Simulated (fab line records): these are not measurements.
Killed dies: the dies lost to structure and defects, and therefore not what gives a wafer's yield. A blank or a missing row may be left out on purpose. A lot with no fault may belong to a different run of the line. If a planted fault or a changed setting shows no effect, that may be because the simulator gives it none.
Which tool was responsible? -- flow sky130 -- 24 lots, 72 wafers sampled, at 5 steps of a route of 708

WHAT THE GAUGES SHOWED, per wafer
SKY_FIELD_ISO_THK_MEAS_02. Usual: FIELD_ISO_OXIDATION_00_THK typically reads 12.17 nm, with standard deviation 0.19.
lot,measured,on,FIELD_ISO_OXIDATION_00_THK (nm),flag
L074,day 1 11:55,film-metro-03,12.32 12.20 12.45,
L075,day 1 16:45,film-metro-02,12.35 12.32 12.34,
L076,day 1 21:38,film-metro-03,11.90 12.08 12.01,
L077,day 2 02:38,film-metro-03,12.11 11.88 11.96,
L078,day 2 08:01,film-metro-02,12.50 12.61 12.40,
L079,day 2 12:38,film-metro-03,12.11 12.22 12.18,
L080,day 2 18:55,film-metro-03,11.95 11.98 11.87,
L081,day 2 22:38,film-metro-02,11.86 11.92 11.86,
L082,day 3 04:02,film-metro-01,12.18 12.21 12.17,
L083,day 3 08:43,film-metro-01,12.23 12.39 12.19,
L084,day 3 13:38,film-metro-01,12.05 12.13 12.15,
L085,day 3 18:55,film-metro-01,12.20 12.32 12.39,
L086,day 4 00:32,film-metro-02,11.97 12.19 12.23,
L087,day 4 04:48,film-metro-01,11.82 12.11 11.86,
L088,day 4 09:39,film-metro-01,12.06 12.13 12.16,
L089,day 4 16:10,film-metro-03,12.09 12.04 12.17,
L090,day 4 19:41,film-metro-02,12.06 12.00 12.17,
L091,day 5 01:39,film-metro-02,11.97 12.02 12.23,
L092,day 5 05:38,film-metro-02,12.13 12.11 12.05,
L093,day 5 12:28,film-metro-03,12.33 12.16 12.04,
L094,day 5 16:29,film-metro-03,12.43 12.49 12.20,
L095,day 5 20:52,film-metro-03,12.45 12.21 12.37,
L096,day 6 03:30,film-metro-01,12.17 12.13 12.28,
L097,day 6 07:37,film-metro-01,12.52 12.58 12.57,

SKY_VIA2_RS_MEAS_22: measures by four-point-probe. Usual: VIA2_W_RS typically reads 0.2714 ohm/sq, with standard deviation 0.0029.
lot,measured,on,VIA2_W_RS (ohm/sq),flag
L074,day 36 07:41,film-metro-02,0.2730 0.2705 0.2737,
L075,day 36 10:19,film-metro-03,0.2733 0.2735 0.2693,
L076,day 36 15:37,film-metro-01,0.2663 0.2665 0.2703,
L077,day 37 09:10,film-metro-02,0.2708 0.2711 0.2686,
L078,day 37 09:49,film-metro-01,0.2765 0.2703 0.2793,
L079,day 38 01:01,film-metro-02,0.2719 0.2758 0.2755,
L080,day 38 13:37,film-metro-01,0.2699 0.2728 0.2682,
L081,day 38 15:53,film-metro-02,0.2737 0.2742 0.2769,
L082,day 39 00:18,film-metro-02,0.2707 0.2728 0.2674,
L083,day 39 11:38,film-metro-01,0.2700 0.2690 0.2671,
L084,day 39 12:06,film-metro-03,0.2718 0.2696 0.2700,
L085,day 39 21:15,film-metro-03,0.2688 0.2720 0.2731,
L086,day 39 23:14,film-metro-02,0.2718 0.2763 0.2695,
L087,day 40 14:46,film-metro-03,0.2729 0.2730 0.2742,
L088,day 40 18:07,film-metro-02,0.2729 0.2741 0.2772,
L089,day 41 09:15,film-metro-01,0.2691 0.2685 0.2689,
L090,day 41 14:46,film-metro-02,0.2718 0.2679 0.2744,
L091,day 41 18:41,film-metro-02,0.2734 0.2702 0.2701,
L092,day 41 21:28,film-metro-01,0.2678 0.2642 0.2674,
L093,day 42 05:41,film-metro-03,0.2731 0.2703 0.2726,
L094,day 42 15:18,film-metro-01,0.2672 0.2690 0.2689,
L095,day 42 09:06,film-metro-01,0.2712 0.2718 0.2710,
L096,day 42 19:35,film-metro-02,0.2784 0.2727 0.2702,
L097,day 43 12:46,film-metro-03,0.2712 0.2729 0.2722,

SKY_CAPM_OVL_MEAS_12. Usual: CAPM_OVL typically reads -0.6 nm, with standard deviation 1.6.
lot,measured,on,CAPM_OVL (nm),flag
L074,day 37 10:15,overlay-01,-0.4 0.1 -1.2,
L075,day 37 12:12,overlay-02,-1.4 -1.2 -2.8,
L076,day 37 17:24,overlay-02,2.9 0.5 -0.7,
L077,day 38 11:21,overlay-02,-1.1 -0.1 0.8,
L078,day 38 11:58,overlay-02,0.0 -0.7 -0.7,
L079,day 39 02:51,overlay-01,2.0 1.9 2.0,
L080,day 39 15:31,overlay-01,-1.5 -2.6 -2.7,
L081,day 39 17:25,overlay-01,-3.0 -4.6 -5.4,
L082,day 40 01:12,overlay-02,-2.6 0.9 0.7,
L083,day 40 12:58,overlay-01,-1.2 -2.3 -2.0,
L084,day 40 13:13,overlay-02,1.3 0.9 -0.3,
L085,day 40 22:45,overlay-01,-1.8 -0.6 -2.0,
L086,day 40 23:21,overlay-02,-0.8 -1.5 -0.9,
L087,day 41 18:46,overlay-01,2.4 1.9 2.4,
L088,day 41 18:52,overlay-01,-0.3 0.4 -1.1,
L089,day 42 08:54,overlay-02,-1.5 0.5 -3.0,
L090,day 42 15:16,overlay-01,0.3 0.4 1.2,
L091,day 42 18:53,overlay-01,-0.7 -0.1 1.0,
L092,day 42 21:22,overlay-02,0.1 -0.1 0.1,
L093,day 43 05:42,overlay-01,0.8 -2.4 -0.8,
L094,day 43 14:09,overlay-01,-1.6 -2.3 -2.4,
L095,day 43 08:40,overlay-02,-0.7 -0.3 -1.3,
L096,day 43 19:24,overlay-01,2.2 1.2 1.1,
L097,day 44 11:31,overlay-02,0.2 -1.0 0.0,

SKY_VIA3_THK_MEAS_01. Usual: VIA3_HDPCVD_THK typically reads 1619 nm, with standard deviation 19.
lot,measured,on,VIA3_HDPCVD_THK (nm),flag
L074,day 38 13:28,film-metro-02,1607 1610 1609,
L075,day 38 15:17,film-metro-04,1625 1621 1598,
L076,day 38 20:29,film-metro-02,1621 1668 1662,
L077,day 39 14:16,film-metro-02,1609 1618 1613,
L078,day 39 14:55,film-metro-02,1606 1644 1620,
L079,day 40 05:38,film-metro-01,1643 1650 1649,
L080,day 40 18:16,film-metro-01,1580 1595 1594,
L081,day 40 19:23,film-metro-04,1602 1582 1599,
L082,day 41 03:19,film-metro-04,1598 1624 1610,
L083,day 41 14:50,film-metro-04,1605 1604 1597,
L084,day 41 15:13,film-metro-01,1611 1610 1617,
L085,day 42 00:34,film-metro-04,1612 1605 1615,
L086,day 42 01:01,film-metro-01,1632 1637 1618,
L087,day 42 20:32,film-metro-01,1615 1650 1599,
L088,day 42 20:52,film-metro-01,1625 1608 1633,
L089,day 43 09:37,film-metro-02,1621 1634 1609,
L090,day 43 15:53,film-metro-04,1620 1628 1638,
L091,day 43 19:43,film-metro-01,1607 1635 1626,
L092,day 43 22:27,film-metro-02,1622 1607 1625,
L093,day 44 05:47,film-metro-01,1635 1659 1615,
L094,day 44 14:40,film-metro-01,1651 1660 1638,
L095,day 44 08:21,film-metro-04,1622 1631 1644,
L096,day 44 19:05,film-metro-04,1616 1602 1617,
L097,day 45 10:51,film-metro-01,1645 1612 1627,

WHAT TOOL EACH LOT RAN ON (gives the tool, then ch and the chambers of the sampled wafers, and finally the start)
lot,SKY_METAL1_SPUTTER_02
L074,"pvd-sputter-02, day 31 13:50"
L075,"pvd-sputter-04, day 31 17:32"
L076,"pvd-sputter-02, day 31 22:41"
L077,"pvd-sputter-02, day 32 16:11"
L078,"pvd-sputter-01, day 32 17:05"
L079,"pvd-sputter-01, day 33 09:23"
L080,"pvd-sputter-04, day 33 22:32"
L081,"pvd-sputter-04, day 34 02:10"
L082,"pvd-sputter-01, day 34 10:44"
L083,"pvd-sputter-04, day 34 23:44"
L084,"pvd-sputter-02, day 34 23:23"
L085,"pvd-sputter-01, day 35 08:13"
L086,"pvd-sputter-01, day 35 12:51"
L087,"pvd-sputter-01, day 36 04:12"
L088,"pvd-sputter-02, day 36 08:03"
L089,"pvd-sputter-04, day 37 00:44"
L090,"pvd-sputter-01, day 37 04:17"
L091,"pvd-sputter-01, day 37 09:23"
L092,"pvd-sputter-02, day 37 12:52"
L093,"pvd-sputter-02, day 37 22:58"
L094,"pvd-sputter-04, day 38 08:47"
L095,"pvd-sputter-04, day 38 03:20"
L096,"pvd-sputter-01, day 38 11:41"
L097,"pvd-sputter-04, day 39 07:40"
- SKY_METAL1_SPUTTER_02: material AlCu, target thk 250 nm, time 13.3 s.

WHAT THE TOOLS THEMSELVES READ (means of the sampled wafers that have a number; where no wafer has one, the mark that the record gives instead)
SKY_METAL1_SPUTTER_02. Usual: throttle-valve-pct reads 30.2 % (standard deviation 1).
lot,tool,throttle-valve-pct (%),flag
L074,pvd-sputter-02,29.5,
L075,pvd-sputter-04,30.0,
L076,pvd-sputter-02,28.8,
L077,pvd-sputter-02,28.9,
L078,pvd-sputter-01,30.3,
L079,pvd-sputter-01,29.7,
L080,pvd-sputter-04,30.2,
L081,pvd-sputter-04,31.0,
L082,pvd-sputter-01,29.5,
L083,pvd-sputter-04,31.1,
L084,pvd-sputter-02,29.5,
L085,pvd-sputter-01,30.1,
L086,pvd-sputter-01,30.0,
L087,pvd-sputter-01,30.4,
L088,pvd-sputter-02,29.3,
L089,pvd-sputter-04,30.1,
L090,pvd-sputter-01,31.1,
L091,pvd-sputter-01,30.2,
L092,pvd-sputter-02,28.8,
L093,pvd-sputter-02,30.1,
L094,pvd-sputter-04,30.8,
L095,pvd-sputter-04,30.4,
L096,pvd-sputter-01,30.4,
L097,pvd-sputter-04,30.9,

THE ANSWER, worked out from the rows above alone
Rule: a lot counts as off when the mean over its wafers that have a number is more than 3 standard deviations away from the usual mean. A lot without any number at a reading at which 4 lots or more have one is off too. The other lots that the step has rows for count as sound. After the gauges, taken in route order, come the tools' own readings; for these a lot's mean is taken, as printed above. At the first step where some lot is off, the reading lying furthest off is the one used; lots without a number count as furthest.
Across all readings shown, no lot is off: no conclusion can be drawn from this.

WHAT THE SIMULATOR HAD PUT IN
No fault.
